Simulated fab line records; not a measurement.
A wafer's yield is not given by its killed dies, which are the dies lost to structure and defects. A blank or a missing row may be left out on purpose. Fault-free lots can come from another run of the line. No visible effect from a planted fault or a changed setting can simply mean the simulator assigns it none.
A lot that was struck, set against a sound lot / flow sky130 / 14 steps out of a route of 708
Sound: wafers L517.2, L517.3, L517.5. Struck: wafers L529.1, L529.3, L529.5. The cause comes at the end.
For every step that has rows: the tool of each side, followed by ch and its chambers, followed by its first start. Under that, the readings that differ: sound wafers / struck wafers / difference of the means / sigmas: that difference in standard deviations of wafers without a fault.
alike: a reading whose means differ by less than 2 such deviations, as well as words and numbers matching on both sides. not compared: withheld readings; readings where some wafer has no value; bounds like >300 that might hide an equal value; numbers whose values overlap and for which the record gives no deviation.
A row with sigmas, a row that says differs or no value, or rows on one side alone: a step with any of these is where the two part. Numbers that have no deviation but don't overlap get no sigmas and don't part them. A reading that every wafer of one side lacks parts them only if that side has two wafers or more.

first, 4 steps without rows for these wafers: SKY_VIA1_STRIP_16 (strips in O2/N2); SKY_VIA1_STRIP_17 (strips in post etch residue remover, time 1200 s); SKY_VIA1_CLEAN_18 (cleans in IPA, time 180 s); SKY_VIA1_CLEAN_19 (cleans in O3/DIW).
SKY_VIA1_SPUTTER_20: material TiN, target thk 20 nm, time 80 s.
  sound on pvd_sputter-03, day 34 04:43; struck on pvd_sputter-03, day 38 05:40
  alike: cathode_dc_power_W, chamber_pressure_pa, throttle_valve_pct
then, 1 step without rows for these wafers: SKY_VIA1_CVD_21 (deposits W, target thk 270 nm, time 80.902 s).
SKY_VIA1_RS_MEAS_22: uses a four-point probe to measure.
  sound on film_metro-02, day 34 04:54; struck on film_metro-01, day 38 05:49
  alike: VIA1_W_RS
SKY_VIA1_THK_MEAS_23: measures by xrf.
  sound on film_metro-02, day 34 05:01; struck on film_metro-01, day 38 05:56
  alike: VIA1_W_THK
SKY_VIA1_CMP_24: polishes, stops on SiO2, t overpolish 15 s, target thk 0 nm.
  sound on cmp-01 ch 0,2,3, day 34 05:14; struck on cmp-02 ch 1,3, day 38 06:03
  alike: motor_current_A, overpolish_run_s, time_to_endpoint_s
SKY_METAL2_SPUTTER_00: material Ti, target thk 15 nm, time 10 s.
  sound on pvd_sputter-03, day 34 05:32; struck on pvd_sputter-01, day 38 06:18
reading=chamber_pressure_pa (Pa); sound=0.3998 0.3989 0.3994; struck=0.3994 0.4075 0.4003; difference=+0.0030; sigmas=+3
  alike: cathode_dc_power_W, throttle_valve_pct
SKY_METAL2_SPUTTER_01: material TiN, target thk 20 nm, time 16.7 s.
  sound on pvd_sputter-03, day 34 05:34; struck on pvd_sputter-01, day 38 06:20
  alike: cathode_dc_power_W, chamber_pressure_pa, throttle_valve_pct
SKY_METAL2_SPUTTER_02: material AlCu, target thk 250 nm, time 13.3 s.
  sound on pvd_sputter-03, day 34 05:35; struck on pvd_sputter-01, day 38 06:21
  alike: cathode_dc_power_W, chamber_pressure_pa, throttle_valve_pct
SKY_METAL2_SPUTTER_03: material Ti, target thk 5 nm, time 3.3 s.
  sound on pvd_sputter-03, day 34 05:37; struck on pvd_sputter-01, day 38 06:23
  no value came back on the struck wafers for cathode_dc_power_W (W), chamber_pressure_pa (Pa), throttle_valve_pct (%), time_s (s); on the sound wafers cathode_dc_power_W (W) reads 3000.8 2999.8 2999.7
then, 1 step without rows for these wafers: SKY_METAL2_SPUTTER_04 (material TiN, target thk 70 nm, time 58.3 s).

== WHERE THEY PART ==
At SKY_METAL2_SPUTTER_00 first; at SKY_METAL2_SPUTTER_03 last (within this record only).

WHY: what the simulator had put in
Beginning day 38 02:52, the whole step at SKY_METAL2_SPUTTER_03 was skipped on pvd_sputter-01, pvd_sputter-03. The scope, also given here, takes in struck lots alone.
